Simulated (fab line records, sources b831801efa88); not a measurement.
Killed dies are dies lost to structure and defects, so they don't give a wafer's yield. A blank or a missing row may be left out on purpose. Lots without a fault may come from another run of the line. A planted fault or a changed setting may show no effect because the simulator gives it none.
Tool commonality check | flow gf180mcu | 12 lots, 36 wafers sampled

WHY IT WAS OPENED
At GF_V3_RS_MEAS_24 the reading V3_W_RS is flagged on 2 of 12 lots. Wafers without a fault read 0.328 ohm/sq, standard deviation 0.005.
Rule: a lot is flagged when every wafer of it that has a number lies more than 4 standard deviations from that mean, or none has a number. The other lots count as sound.

lot  | measured     | on            | V3_W_RS (ohm/sq), wafer by wafer | flag
L288 | day 22 08:10 | film_metro-02 | 0.329 0.322 0.332                |
L289 | day 22 13:37 | film_metro-04 | 0.335 0.329 0.335                |
L290 | day 23 01:19 | film_metro-02 | 0.331 0.331 0.342                |
L292 | day 23 22:03 | film_metro-03 | 0.333 0.332 0.328                |
L293 | day 24 05:20 | film_metro-03 | 0.331 0.325 0.333                |
L295 | day 24 20:02 | film_metro-02 | 0.326 0.327 0.328                |
L296 | day 25 11:34 | film_metro-02 | 0.325 0.334 0.326                |
L301 | day 26 22:37 | film_metro-03 | 0.323 0.334 0.323                |
L302 | day 27 02:11 | film_metro-04 | 0.327 0.326 0.324                |
L304 | day 27 21:13 | film_metro-02 | 0.327 0.325 0.325                |
L309 | day 29 04:40 | film_metro-03 | 0.299 0.300 0.290                | FLAGGED
L311 | day 29 15:03 | film_metro-03 | 0.291 0.290 0.288                | FLAGGED
The numbers of the flagged lots are 0.293 ohm/sq on average: -0.035 ohm/sq against the usual, or -7 standard deviations.

WHICH TOOL RAN EACH LOT
The record holds 1 process step before the reading, out of a route of 602 steps. In each cell: the tool, then ch and the chambers that the sampled wafers went through, then the start.
lot  | flag    | GF_V3_CVD_23
L288 |         | cvd_w-01 ch 0,1, day 22 07:58
L289 |         | cvd_w-01 ch 0,1, day 22 13:30
L290 |         | cvd_w-01 ch 0,1, day 23 01:10
L292 |         | cvd_w-01 ch 0,1, day 23 21:56
L293 |         | cvd_w-01 ch 0,1, day 24 05:13
L295 |         | cvd_w-01 ch 0,1, day 24 19:55
L296 |         | cvd_w-01 ch 0,1, day 25 11:27
L301 |         | cvd_w-01 ch 0,1, day 26 22:30
L302 |         | cvd_w-02 ch 0,1, day 27 02:05
L304 |         | cvd_w-02 ch 0,1, day 27 21:06
L309 | FLAGGED | cvd_w-01 ch 0,1, day 29 04:31
L311 | FLAGGED | cvd_w-01 ch 1, day 29 14:50
What these steps do:
- GF_V3_CVD_23: deposits W, target thk 350 nm, time 104.9 s.
- GF_V3_RS_MEAS_24: measures by four-point-probe.

FLAGGED OVER TOTAL, TOOL BY TOOL (the gauges that took the reading come last)
step             | tool          | lots run | flagged | share of the flagged lots | sound lots run after its first flagged lot
GF_V3_CVD_23     | cvd_w-01      | 10       | 2       | all                       | 0
GF_V3_CVD_23     | cvd_w-02      | 2        | 0       | none                      | -
GF_V3_RS_MEAS_24 | film_metro-02 | 5        | 0       | none                      | -
GF_V3_RS_MEAS_24 | film_metro-03 | 5        | 2       | all                       | 0
GF_V3_RS_MEAS_24 | film_metro-04 | 2        | 0       | none                      | -

WHAT THE TABLE ALLOWS
2 rows of the table ran every flagged lot: cvd_w-01 at GF_V3_CVD_23, film_metro-03 at GF_V3_RS_MEAS_24.
- cvd_w-01 at GF_V3_CVD_23: 2 of its 10 lots flagged. Its last sound lot is L301 (day 26 22:30), its first flagged lot L309 (day 29 04:31): a fault that began between those two fits. Its own readings lie more than 4 standard deviations out on every wafer of the flagged lots: susceptor_temp_C.
- film_metro-03 at GF_V3_RS_MEAS_24: 2 of its 5 lots flagged. Its last sound lot is L301 (day 26 22:37), its first flagged lot L309 (day 29 04:40): a fault that began between those two fits.
Counting lots can't tell these 2 tools apart, because each fits a fault that began at some hour. More lots, or a look at what each step does to the wafer, might.

WHAT THE SIMULATOR HAD PUT IN
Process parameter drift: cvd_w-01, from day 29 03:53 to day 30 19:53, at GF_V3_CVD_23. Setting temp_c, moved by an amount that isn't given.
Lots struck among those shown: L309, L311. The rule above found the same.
